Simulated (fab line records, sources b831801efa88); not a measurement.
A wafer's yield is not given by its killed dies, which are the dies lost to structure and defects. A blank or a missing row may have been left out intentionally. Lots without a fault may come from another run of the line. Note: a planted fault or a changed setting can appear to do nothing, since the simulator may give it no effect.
Struck lot and sound lot, side by side :: flow sky130 :: 19 steps out of a route of 708
Sound: these wafers, L797.2, L797.4, L797.5. The struck wafers were L792.2, L792.4, L792.6. At the end, the cause is stated.
For every step that has rows: the tool of each side, followed by ch and its chambers, followed by its first start. Under that, the readings that differ: sound wafers :: struck wafers :: difference of the means :: sigmas: that difference in standard deviations of wafers without a fault.
alike: readings with means less than 2 such deviations apart, plus words and numbers identical on both sides. not compared: withheld readings, readings lacking a value on some wafer, bounds such as >300 that could conceal the same value, and numbers that have no deviation in the record and whose values overlap.
A row with sigmas, a row that says differs or no value, or rows on one side alone: a step with any of these is where the two part. Non-overlapping numbers with no deviation appear without sigmas and do not part them. A reading that every wafer of one side lacks parts them only if that side has two wafers or more.

SKY_CONTACT_ETCH_18: etches Si3N4 in CHF3/O2, stops on TiN, time 39 s, target depth 75 nm.
  sound: rieDiel-02 ch 0,1; struck: rieDiel-02 ch 0,2,3
  alike: drypumpMotorCurrentA, oesProductAu, throttleValvePct
  not compared: rfHoursCounterH
then, 5 steps without rows for these wafers: SKY_CONTACT_STRIP_19 (strips in O2/N2); SKY_CONTACT_STRIP_20 (strips in post etch residue remover, time 1200 s); SKY_CONTACT_CLEAN_21 (cleans in IPA, time 180 s); SKY_CONTACT_CLEAN_22 (cleans in O3/DIW); SKY_CONTACT_SPUTTER_23 (material TiN, target thk 20 nm, time 80 s).
SKY_CONTACT_CVD_24: deposits W, target thk 340 nm, time 102.12 s.
  sound on cvdW-02 ch 0,1, day 37 22:28; struck on cvdW-01 ch 0,1, day 36 22:16
  alike: chamberPressureTorr, heaterPowerW
SKY_CONTACT_RS_MEAS_25: measures by four-point-probe.
  sound on filmMetro-02, day 37 22:36; struck on filmMetro-02, day 36 22:26
  alike: CONTACT_W_RS
SKY_CONTACT_THK_MEAS_26: measures by xrf.
  sound on filmMetro-02, day 37 22:43; struck on filmMetro-02, day 36 22:32
  alike: CONTACT_W_THK
SKY_CONTACT_CMP_27: polishes, stops on SiO2, t overpolish 15 s, target thk 0 nm.
  sound on cmp-01 ch 1,3, day 37 22:46; struck on cmp-01 ch 0,1,3, day 36 22:45
  alike: motorCurrentA, overpolishRunS, timeToEndpointS
then, 1 step without rows for these wafers: SKY_METAL1_SPUTTER_00 (material Ti, target thk 15 nm, time 10 s).
SKY_METAL1_SPUTTER_01: material TiN, target thk 20 nm, time 16.7 s.
  sound on pvdSputter-02, day 37 23:05; struck on pvdSputter-04, day 36 22:58
  alike: cathodeDcPowerW, chamberPressurePa, throttleValvePct
SKY_METAL1_SPUTTER_02: material AlCu, target thk 250 nm, time 13.3 s.
  sound on pvdSputter-02, day 37 23:07; struck on pvdSputter-04, day 36 23:00
  no value came back on the struck wafers for cathodeDcPowerW (W), chamberPressurePa (Pa), throttleValvePct (%); on the sound wafers cathodeDcPowerW (W) reads 10600 10600 10598
SKY_METAL1_SPUTTER_03: material Ti, target thk 5 nm, time 3.3 s.
  sound on pvdSputter-02, day 37 23:08; struck on pvdSputter-04, day 36 23:01
  alike: cathodeDcPowerW, chamberPressurePa, throttleValvePct
then, 1 step without rows for these wafers: SKY_METAL1_SPUTTER_04 (material TiN, target thk 70 nm, time 58.3 s).
SKY_METAL1_RS_MEAS_05: measures by four-point-probe.
  sound on filmMetro-02, day 37 23:13; struck on filmMetro-01, day 36 23:07
reading: METAL1_ALCU_RS (ohm/sq)
sound: 0.1278 0.1257 0.1268
struck: 8.5699 8.5052 8.5016
difference: +8.3988
sigmas: +99 or more
SKY_METAL1_THK_MEAS_06: measures by xrf.
  sound on filmMetro-02, day 37 23:20; struck on filmMetro-01, day 36 23:13
reading: METAL1_ALCU_THK (nm)
sound: 249 251 248
struck: <1 <1 <1
difference: differs
sigmas: 
then, 1 step without rows for these wafers: SKY_METAL1_DEHYDRATE_07 (time 60 s).
-- the record jumps here: 13 days lie between the struck wafers' starts before and after (it left off in module METAL1 and takes up again in module PAD_OPEN, whose first step shown is number 708 of the route) --
SKY_PAD_OPEN_PROBE_99:
  sound on prober-02, day 50 10:03; struck on prober-02, day 49 19:08
reading: defectLimitedYield (%)
sound: 79.7 81.9 84.6
struck: 0 0 0
difference: -82
sigmas: -46

reading: killed_at_M0_to_M3
sound: 50 39 42
struck: 439 442 443
difference: +398
sigmas: +60

reading: killedDies
sound: 100 89 76
struck: 492 492 492
difference: +404
sigmas: +45

reading: killedOnRim
sound: 18 16 15
struck: 96 96 96
difference: +80
sigmas: +20

reading: sort_bin_5_function (%)
sound: 12.2 11.2 8.3
struck: 93.5 93.3 92.7
difference: +82.6
sigmas: +55

reading: sortNPass
sound: 392 403 416
struck: 0 0 0
difference: -404
sigmas: -45

reading: sortYieldPct (%)
sound: 79.7 81.9 84.6
struck: 0 0 0
difference: -82
sigmas: -46
  alike: killed_at_M4_up, killedAtContacts, killedAtFrontEnd, killedAtOther, killedOpen, killedShort, sort_bin_3_pad_short, sort_bin_6_memory

== WHERE THEY PART ==
At SKY_METAL1_SPUTTER_02 first; at SKY_PAD_OPEN_PROBE_99 last (within this record only).

WHY: whatever the simulator had introduced
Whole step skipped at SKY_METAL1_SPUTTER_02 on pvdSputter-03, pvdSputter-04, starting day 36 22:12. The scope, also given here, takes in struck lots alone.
